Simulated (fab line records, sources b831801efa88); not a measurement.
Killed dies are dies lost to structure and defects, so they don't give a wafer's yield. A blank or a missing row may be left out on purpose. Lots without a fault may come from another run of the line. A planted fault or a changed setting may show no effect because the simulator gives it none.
Chamber matching | flow sky130 | SKY_VIA3_ETCH_14 on rie_diel-03: 4 sister chambers
The step etches BARC in N2/H2, stops on SiO2, time 45.9 s, target depth 60 nm. 8 wafers are shown with their chamber, then 7 later ones without.

WAFERS WITH THEIR CHAMBER
wafer  | chamber | drypump_motor_current_A (A) | bias_w (W)
L075.1 | 1       | 5.7                         | 100.1
L075.5 | 1       | 5.7                         | 100.0
L077.6 | 0       | 5.2                         | 100.2
L078.1 | 3       | 5.8                         | 100.2
L078.2 | 2       | 6.0                         | 99.5
L078.5 | 3       | 5.8                         | 100.8
L080.1 | 0       | 5.1                         | 99.7
L080.2 | 2       | 6.0                         | 100.0

WAFERS WITHOUT THEIR CHAMBER
wafer  | drypump_motor_current_A (A) | bias_w (W)
L080.6 | 6.0                         | 100.1
L089.1 | 5.1                         | 100.5
L089.2 | 5.7                         | 100.1
L089.6 | 6.0                         | 99.9
L096.1 | 5.9                         | 100.3
L096.3 | 5.1                         | 100.1
L096.5 | 5.7                         | 99.9

WHICH CHAMBER EACH WENT THROUGH
wafer  | from the rows above     | in truth
L080.6 | 2                       | 2
L089.1 | 0                       | 0
L089.2 | 1                       | 1
L089.6 | 2                       | 2
L096.1 | can't be placed: 3 or 2 | 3
L096.3 | 0                       | 0
L096.5 | 1                       | 1
Placed correctly: 6 of 7. Can't be placed from these rows: 1 (the true chamber is among the candidates in 1). Placed wrongly: 0.
How it was worked out, from the rows above alone: a wafer's distance from a chamber is the root of the sum, over the readings, of the square of ((its reading less the chamber's mean) divided by the reading's scatter). The wafer belongs to the nearest chamber; if the next one is less than 2 further off, it can't be placed. A chamber's mean is the mean of its shown wafers. The scatter: the root of (the sum of the squares of (reading less its chamber's mean) over the shown wafers, divided by (wafers less chambers)).
